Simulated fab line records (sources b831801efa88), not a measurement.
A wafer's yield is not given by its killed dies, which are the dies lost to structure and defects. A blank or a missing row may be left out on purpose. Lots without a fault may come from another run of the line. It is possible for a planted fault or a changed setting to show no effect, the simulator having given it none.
A lot that was struck, set against a sound lot || flow gf180mcu || 14 steps out of a route of 602
Sound: the wafers L810.3, L810.5, L810.6. Wafers struck: L812.1, L812.2, L812.6. The cause is given at the end.
Each step with rows lists, per side, the tool, then ch with its chambers, then its first start. Under that, the readings that differ: sound wafers || struck wafers || difference of the means || sigmas: that difference in standard deviations of wafers without a fault.
alike: readings whose means differ by less than 2 such deviations, and words and numbers that are the same on both sides. not compared: withheld readings, readings that some wafer has no value for, bounds like >300 that may hide the same value, and numbers for which the record gives no deviation and whose values overlap.
The two part at a step that has a row with sigmas, a row that says differs or no value, or rows on one side only. Numbers that have no deviation but don't overlap get no sigmas and don't part them. A reading missing from all wafers of one side parts the sides only when that side holds two or more wafers.

GF_DUAL_GATE_OVL_MEAS_11:
  sound on overlay-02 at day 9 08:20; struck on overlay-01 at day 9 20:31
  alike: DUAL_GATE_OVL
then, 1 step without rows for these wafers: GF_DUAL_GATE_WET_ETCH_12 (etches SiO2 in dHF, target depth 13 nm, time 260 s).
GF_DUAL_GATE_STRIP_13: strips in O2/N2.
  sound on plasma_asher-03 ch 0,1, day 9 08:28; struck on plasma_asher-02 ch 0,1, day 9 20:38
  alike: drypump_motor_current_A, heater_power_w, o2_flow_sccm, oes_product_au, strip_time_to_endpoint_s
  not compared: rf_hours_counter_h
then, 3 steps without rows for these wafers: GF_DUAL_GATE_CLEAN_14 (cleans in SC1/SC2, time 150 s); GF_DUAL_GATE_OXIDATION_15 (stabilise 600 s, purge 300 s, target thk 7.098 nm); GF_POLY_GATE_CVD_00 (deposits poly-Si, target thk 200 nm, time 1200 s).
GF_POLY_GATE_THK_MEAS_01:
  sound on film_metro-03 at day 9 14:32; struck on film_metro-03 at day 10 01:20
  alike: POLY_GATE_CVD_00_THK
then, 5 steps without rows for these wafers: GF_POLY_GATE_DEHYDRATE_02 (time 60 s); GF_POLY_GATE_HMDS_03 (prime time 60 s); GF_POLY_GATE_COAT_04; GF_POLY_GATE_COAT_05 (resist thk 700 nm); GF_POLY_GATE_SOFTBAKE_06 (time 60 s).
GF_POLY_GATE_EXPOSE_07: exposes mask Poly2, target cd 280 nm.
  struck on krf_scanner-02, day 10 10:43; sound on krf_scanner-02 ch 0, day 9 23:02
  no value came back on the struck wafers for exposure_dose_mJ_cm2, focus_offset_nm (nm); on the sound wafers exposure_dose_mJ_cm2 reads 28.18 28.21 28.17
  alike: mask
then, 1 step without rows for these wafers: GF_POLY_GATE_PEB_08 (peb time 90 s).

WHERE THEY PART
Within this record, at GF_POLY_GATE_EXPOSE_07 only.

WHY: what the simulator had put in
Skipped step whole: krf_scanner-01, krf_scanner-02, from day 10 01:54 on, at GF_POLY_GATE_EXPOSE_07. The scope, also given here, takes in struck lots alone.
